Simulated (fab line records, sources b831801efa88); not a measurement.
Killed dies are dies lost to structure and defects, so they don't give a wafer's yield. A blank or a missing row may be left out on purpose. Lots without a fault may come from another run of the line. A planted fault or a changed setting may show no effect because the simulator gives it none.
Chamber matching | flow gf180mcu | GF_V1_CMP_04 on cmp-02: 4 sister chambers
The step polishes SiO2. 14 wafers are shown with their chamber, then 7 later ones without.

WAFERS WITH THEIR CHAMBER
wafer  | chamber | motor_current_A (A) | time_to_endpoint_s (s)
L617.2 | 0       | 12.9                | 80
L617.5 | 3       | 12.2                | 83
L617.6 | 0       | 13.4                | 86
L618.2 | 2       | 13.9                | 78
L618.3 | 1       | 14.7                | 76
L618.4 | 3       | 11.8                | 79
L621.2 | 1       | 14.9                | 88
L621.5 | 1       | 15.0                | 92
L621.6 | 0       | 13.0                | 91
L624.1 | 1       | 13.9                | 81
L624.4 | 2       | 13.7                | 84
L624.6 | 3       | 12.0                | 78
L629.4 | 3       | 12.1                | 75
L629.5 | 3       | 11.9                | 76

SIGNATURES (means of the wafers above)
reading            | chamber 0 | chamber 1 | chamber 2 | chamber 3 | scatter within a chamber
motor_current_A    | 13.100    | 14.625    | 13.800    | 12.000    | 0.317
time_to_endpoint_s | 85.67     | 84.25     | 81.00     | 78.20     | 5.2
Rule: a wafer's distance from a chamber is the root of the sum, over the readings, of the square of ((its reading less the chamber's mean) divided by the reading's scatter). The wafer belongs to the nearest chamber; if the next one is less than 2 further off, it can't be placed. The scatter: the root of (the sum of the squares of (reading less its chamber's mean) over the shown wafers, divided by (wafers less chambers)).

WAFERS WITHOUT THEIR CHAMBER
wafer  | motor_current_A (A) | time_to_endpoint_s (s)
L629.6 | 13.5                | 77
L639.1 | 14.0                | 78
L639.2 | 14.3                | 86
L639.3 | 13.9                | 85
L640.4 | 14.7                | 86
L640.5 | 12.0                | 83
L640.6 | 13.1                | 84

WHICH CHAMBER EACH WENT THROUGH
wafer  | from the rows above          | in truth
L629.6 | can't be placed: 2 or 0      | 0
L639.1 | can't be placed: 2 or 1      | 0
L639.2 | can't be placed: 1 or 2      | 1
L639.3 | can't be placed: 2 or 1 or 0 | 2
L640.4 | 1                            | 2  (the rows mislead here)
L640.5 | 3                            | 3
L640.6 | can't be placed: 0 or 2      | 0
Placed correctly: 1 of 7. Can't be placed from these rows: 5 (the true chamber is among the candidates in 4). Placed wrongly: 1.
